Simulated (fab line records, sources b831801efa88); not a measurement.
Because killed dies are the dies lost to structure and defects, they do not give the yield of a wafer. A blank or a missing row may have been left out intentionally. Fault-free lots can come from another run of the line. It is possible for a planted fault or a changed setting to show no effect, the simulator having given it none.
Struck lot and sound lot, side by side | flow gf180mcu | 26 out of 602 route steps
Sound: the wafers L294.3, L294.4, L294.5. Wafers L281.2, L281.3, L281.4 were the ones struck. At the end, the cause is stated.
Per side, at each step with rows, come the tool, then ch with its chambers, and then its first start. Under that, the readings that differ: sound wafers | struck wafers | difference of the means | sigmas: that difference in standard deviations of wafers without a fault.
alike: same words and numbers on both sides, and readings whose means sit less than 2 such deviations apart. not compared: any withheld reading, any reading some wafer has no value for, any bound like >300 that may hide the same value, and any number with overlapping values for which the record gives no deviation.
Wherever a step has rows on one side only, a row that says differs or no value, or a row with sigmas, the two part there. Numbers that have no deviation but don't overlap get no sigmas and don't part them. Lack of a reading on every wafer of one side parts them only where that side has two or more wafers.

GF_HV_LDD_ETCHBACK_58: etches Si3N4 in CH3F/O2, stops on SiO2, time 100 s, target depth 90 nm.
  sound on rieDiel-04 ch 1,3, day 19 01:04; struck on rieDiel-01 ch 1,2,3, day 14 13:25
  alike: drypumpMotorCurrentA, oesProductAu, throttleValvePct
  not compared: rfHoursCounterH
then, 7 steps without rows for these wafers: GF_NSD_DEHYDRATE_00 (time 60 s); GF_NSD_HMDS_01 (prime time 60 s); GF_NSD_COAT_02 (resist thk 1000 nm); GF_NSD_SOFTBAKE_03 (time 60 s); GF_NSD_EXPOSE_04 (exposes mask Nplus, target cd 400 nm); GF_NSD_PEB_05; GF_NSD_DEVELOP_06 (develop time 60 s).
GF_NSD_CD_MEAS_07: the cd target is 400 nm.
  sound on cdSem-02 at day 20 01:23; struck on cdSem-01 at day 15 10:44
  alike: cdNm
GF_NSD_OVL_MEAS_08:
  sound on overlay-02 at day 20 01:29; struck on overlay-01 at day 15 10:50
  alike: NSD_OVL
then, 2 steps without rows for these wafers: GF_NSD_IMPLANT_09; GF_NSD_IMPLANT_10.
GF_NSD_STRIP_11: strips in O2/N2.
  sound on plasmaAsher-03 ch 0,1, day 20 01:50; struck on plasmaAsher-03 ch 0,1, day 15 11:10
  no value came back on the struck wafers for any of 6 readings (chamberPressureMTorr (mTorr), drypumpMotorCurrentA (A) and others); on the sound wafers chamberPressureMTorr (mTorr) reads 1499.1 1497.5 1498.8
reading                                 | sound | struck           | difference | sigmas
model.NOVOLAK_of_NSD_COAT_02.thkNm (nm) | 0 0 0 | 998.7 995.2 1000 | +998.0     | 
  not compared: rfHoursCounterH
GF_NSD_TW_MEAS_12:
  sound on filmMetro-03 at day 20 01:55; struck on filmMetro-03 at day 15 11:17
  alike: NSD_TW
then, 7 steps without rows for these wafers: GF_PSD_DEHYDRATE_00 (time 60 s); GF_PSD_HMDS_01 (prime time 60 s); GF_PSD_COAT_02 (resist thk 1000 nm); GF_PSD_SOFTBAKE_03 (time 60 s); GF_PSD_EXPOSE_04 (exposes mask Pplus, target cd 400 nm); GF_PSD_PEB_05; GF_PSD_DEVELOP_06 (develop time 60 s).
GF_PSD_CD_MEAS_07: the cd target is 400 nm.
  sound on cdSem-01 at day 21 01:56; struck on cdSem-01 at day 16 09:17
  alike: cdNm
GF_PSD_OVL_MEAS_08:
  sound on overlay-01 at day 21 02:01; struck on overlay-02 at day 16 09:23
  alike: PSD_OVL
after that, 1 step had no rows for these wafers: GF_PSD_IMPLANT_09.
GF_PSD_STRIP_10: strips in O2/N2.
  sound on plasmaAsher-02 ch 0,1, day 21 02:14; struck on plasmaAsher-03 ch 0,1, day 16 09:34
reading                  | sound             | struck            | difference | sigmas
oesProductAu (a.u.)      | 0.592 0.590 0.599 | 0.655 0.657 0.652 | +0.061     | +14
stripTimeToEndpointS (s) | 16.52 16.45 16.51 | 31.45 31.43 31.47 | +14.96     | +99 or more
  alike: chamberPressureMTorr, drypumpMotorCurrentA, heaterPowerW, platenTempC
  not compared: rfHoursCounterH
GF_PSD_TW_MEAS_11:
  sound on filmMetro-01 at day 21 02:19; struck on filmMetro-01 at day 16 09:54
reading | sound          | struck   | difference | sigmas
PSD_TW  | 3207 3180 3183 | 30 30 30 | -3160      | -99 or more
  not compared: hold

## WHERE THEY PART
First at GF_NSD_STRIP_11; last, within this record, at GF_PSD_TW_MEAS_11.

WHY: the cause the simulator had injected
Whole step skipped at GF_NSD_STRIP_11 on plasmaAsher-03, starting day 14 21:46. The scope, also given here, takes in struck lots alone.
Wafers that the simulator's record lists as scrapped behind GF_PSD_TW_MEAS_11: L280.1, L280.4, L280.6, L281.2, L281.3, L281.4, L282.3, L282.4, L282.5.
